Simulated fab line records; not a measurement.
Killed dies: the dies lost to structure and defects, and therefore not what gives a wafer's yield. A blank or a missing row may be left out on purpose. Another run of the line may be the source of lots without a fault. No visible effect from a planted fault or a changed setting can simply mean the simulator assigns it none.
Which tool was responsible? :: flow gf180mcu :: 42 wafers from 14 lots sampled at 3 of the route's 602 steps

## WHAT THE GAUGES SHOWED, per wafer
GF_MVSD_OVL_MEAS_07.
lot: L765
measured: day 4 12:23
on: overlay-01
MVSD_OVL (nm): -0.3 -0.2 0.3

lot: L766
measured: day 4 17:20
on: overlay-01
MVSD_OVL (nm): -2.6 -3.7 -0.4

lot: L767
measured: day 5 04:30
on: overlay-02
MVSD_OVL (nm): -0.2 -0.2 -1.1

lot: L769
measured: day 5 18:21
on: overlay-01
MVSD_OVL (nm): 1.2 -1.9 -0.6

lot: L770
measured: day 5 19:21
on: overlay-01
MVSD_OVL (nm): -0.2 -0.6 0.0

lot: L771
measured: day 6 00:09
on: overlay-01
MVSD_OVL (nm): -1.6 -0.9 -1.3

lot: L772
measured: day 6 12:15
on: overlay-02
MVSD_OVL (nm): 0.0 -1.0 1.4

lot: L773
measured: day 6 13:17
on: overlay-02
MVSD_OVL (nm): 0.2 1.1 0.1

lot: L779
measured: day 7 19:39
on: overlay-01
MVSD_OVL (nm): -0.5 -3.0 -0.4

lot: L782
measured: day 8 13:22
on: overlay-02
MVSD_OVL (nm): 2.4 3.0 0.5

lot: L783
measured: day 8 20:33
on: overlay-02
MVSD_OVL (nm): 1.5 -0.2 -0.4

lot: L786
measured: day 9 11:53
on: overlay-02
MVSD_OVL (nm): -3.2 -2.1 -2.4

lot: L787
measured: day 9 18:59
on: overlay-02
MVSD_OVL (nm): -0.5 -0.2 -0.2

lot: L788
measured: day 10 00:38
on: overlay-01
MVSD_OVL (nm): 0.4 -0.3 0.9

GF_POLY_GATE_THK_MEAS_17.
lot: L765
measured: day 9 09:07
on: film_metro-02
POLY_GATE_OXIDATION_THK (nm): 3.95 3.90 3.93

lot: L766
measured: day 9 13:55
on: film_metro-01
POLY_GATE_OXIDATION_THK (nm): 4.04 4.13 4.08

lot: L767
measured: day 10 08:37
on: film_metro-01
POLY_GATE_OXIDATION_THK (nm): 4.03 3.96 4.01

lot: L769
measured: day 10 20:10
on: film_metro-04
POLY_GATE_OXIDATION_THK (nm): 3.96 4.07 4.10

lot: L770
measured: day 10 21:52
on: film_metro-02
POLY_GATE_OXIDATION_THK (nm): 4.06 4.14 4.06

lot: L771
measured: day 11 05:59
on: film_metro-04
POLY_GATE_OXIDATION_THK (nm): 4.01 3.99 3.91

lot: L772
measured: day 11 20:46
on: film_metro-02
POLY_GATE_OXIDATION_THK (nm): 4.08 4.08 4.05

lot: L773
measured: day 11 22:01
on: film_metro-04
POLY_GATE_OXIDATION_THK (nm): 4.01 4.00 4.00

lot: L779
measured: day 13 06:52
on: film_metro-01
POLY_GATE_OXIDATION_THK (nm): 4.06 4.06 4.04

lot: L782
measured: day 14 00:22
on: film_metro-01
POLY_GATE_OXIDATION_THK (nm): 4.04 4.03 4.01

lot: L783
measured: day 14 05:31
on: film_metro-02
POLY_GATE_OXIDATION_THK (nm): 3.98 3.87 3.99

lot: L786
measured: day 14 23:27
on: film_metro-04
POLY_GATE_OXIDATION_THK (nm): 4.03 4.06 4.03

lot: L787
measured: day 15 09:11
on: film_metro-02
POLY_GATE_OXIDATION_THK (nm): 4.00 3.97 3.99

lot: L788
measured: day 15 19:19
on: film_metro-02
POLY_GATE_OXIDATION_THK (nm): 3.95 3.92 3.95

## WHAT TOOL EACH LOT RAN ON (gives the tool, then ch and the chambers of the sampled wafers, and finally the start)
lot: L765
GF_VT_IMPLANT_SOFTBAKE_36: litho_track-01 ch 0, day 7 06:50

lot: L766
GF_VT_IMPLANT_SOFTBAKE_36: litho_track-02 ch 0, day 7 14:04

lot: L767
GF_VT_IMPLANT_SOFTBAKE_36: litho_track-01 ch 0, day 8 02:19

lot: L769
GF_VT_IMPLANT_SOFTBAKE_36: litho_track-02 ch 0, day 8 17:08

lot: L770
GF_VT_IMPLANT_SOFTBAKE_36: litho_track-01 ch 0, day 8 18:49

lot: L771
GF_VT_IMPLANT_SOFTBAKE_36: litho_track-03 ch 0, day 9 00:01

lot: L772
GF_VT_IMPLANT_SOFTBAKE_36: litho_track-02 ch 0, day 9 14:47

lot: L773
GF_VT_IMPLANT_SOFTBAKE_36: litho_track-03 ch 0, day 9 15:23

lot: L779
GF_VT_IMPLANT_SOFTBAKE_36: litho_track-03 ch 0, day 11 03:22

lot: L782
GF_VT_IMPLANT_SOFTBAKE_36: litho_track-03 ch 0, day 11 22:01

lot: L783
GF_VT_IMPLANT_SOFTBAKE_36: litho_track-03 ch 0, day 12 06:43

lot: L786
GF_VT_IMPLANT_SOFTBAKE_36: litho_track-01 ch 0, day 12 22:02

lot: L787
GF_VT_IMPLANT_SOFTBAKE_36: litho_track-01 ch 0, day 13 04:02

lot: L788
GF_VT_IMPLANT_SOFTBAKE_36: litho_track-01 ch 0, day 13 08:28
- GF_VT_IMPLANT_SOFTBAKE_36: time 60 s.

## WHAT THE TOOLS THEMSELVES READ (means of the sampled wafers that have a number; where no wafer has one, the mark that the record gives instead)
GF_VT_IMPLANT_SOFTBAKE_36.
lot: L765
tool: litho_track-01
heater_power_total_W (W): 56.62
plate_temp_C (C): 89.98
run_length_s (s): 89.25

lot: L766
tool: litho_track-02
heater_power_total_W (W): 56.61
plate_temp_C (C): 90.06
run_length_s (s): 88.89

lot: L767
tool: litho_track-01
heater_power_total_W (W): 56.60
plate_temp_C (C): 89.79
run_length_s (s): 89.05

lot: L769
tool: litho_track-02
heater_power_total_W (W): 56.58
plate_temp_C (C): 89.90
run_length_s (s): 88.79

lot: L770
tool: litho_track-01
heater_power_total_W (W): 56.58
plate_temp_C (C): 89.71
run_length_s (s): 89.23

lot: L771
tool: litho_track-03
heater_power_total_W (W): 56.60
plate_temp_C (C): 89.88
run_length_s (s): 89.23

lot: L772
tool: litho_track-02
heater_power_total_W (W): 56.60
plate_temp_C (C): 90.10
run_length_s (s): 88.84

lot: L773
tool: litho_track-03
heater_power_total_W (W): 56.59
plate_temp_C (C): 90.01
run_length_s (s): 89.19

lot: L779
tool: litho_track-03
heater_power_total_W (W): 59.20
plate_temp_C (C): -
run_length_s (s): 81.89

lot: L782
tool: litho_track-03
heater_power_total_W (W): 59.17
plate_temp_C (C): -
run_length_s (s): 82.01

lot: L783
tool: litho_track-03
heater_power_total_W (W): 59.14
plate_temp_C (C): -
run_length_s (s): 81.96

lot: L786
tool: litho_track-01
heater_power_total_W (W): 56.55
plate_temp_C (C): 89.98
run_length_s (s): 89.05

lot: L787
tool: litho_track-01
heater_power_total_W (W): 56.55
plate_temp_C (C): 90.01
run_length_s (s): 89.02

lot: L788
tool: litho_track-01
heater_power_total_W (W): 56.60
plate_temp_C (C): 89.92
run_length_s (s): 89.11

## THE ANSWER, worked out from the rows above alone
Rule: the lots themselves supply what counts as usual. Put in order of their means at a reading, lots are off if they are a third of the lots or fewer, leave a main group of 4 or more, and stand apart from it by a gap of 3 or more times the standard deviation of the main group's means; of several such gaps the widest counts. A main group whose means are all the same, to the digits that the tables above print for the reading, isn't used. A lot without any number at a reading at which 4 lots or more have one is off too. Where the step has rows for the other lots, those lots are counted as sound. First the gauges in route order, then the tools' own readings, where a lot's mean is used as printed above. At the first step where some lot is off, the reading lying furthest off is the one used; lots without a number count as furthest.
Off: L779, L782, L783 (GF_VT_IMPLANT_SOFTBAKE_36, plate_temp_C). Without a number there: L779, L782, L783. Mean 89.94 C and standard deviation 0.11 in the main group.
A tool fits if, at that step or a process step before it, it ran every lot that is off, and no sound lot after the first of them. One fits: litho_track-03 at GF_VT_IMPLANT_SOFTBAKE_36. Its last sound lot is L773 (day 9 15:23), its first lot that is off L779 (day 11 03:22): a fault that began between those two fits.
The tool's own readings at GF_VT_IMPLANT_SOFTBAKE_36 bear it out: on the lots that are off they differ by more than 5 times the standard deviation of the sound lots' means. heater_power_total_W reads 59.17 W there against 56.59 W on the sound lots; run_length_s reads 81.95 s there against 89.06 s on the sound lots.
Blank at GF_VT_IMPLANT_SOFTBAKE_36 on the lots that are off, where sound lots have numbers: plate_temp_C.

## WHAT HAD BEEN PUT IN BY THE SIMULATOR
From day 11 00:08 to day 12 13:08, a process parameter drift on litho_track-03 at GF_VT_IMPLANT_SOFTBAKE_36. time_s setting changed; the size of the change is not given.
Shown lots that were struck: L779, L782, L783. This agrees with what the rule above found.
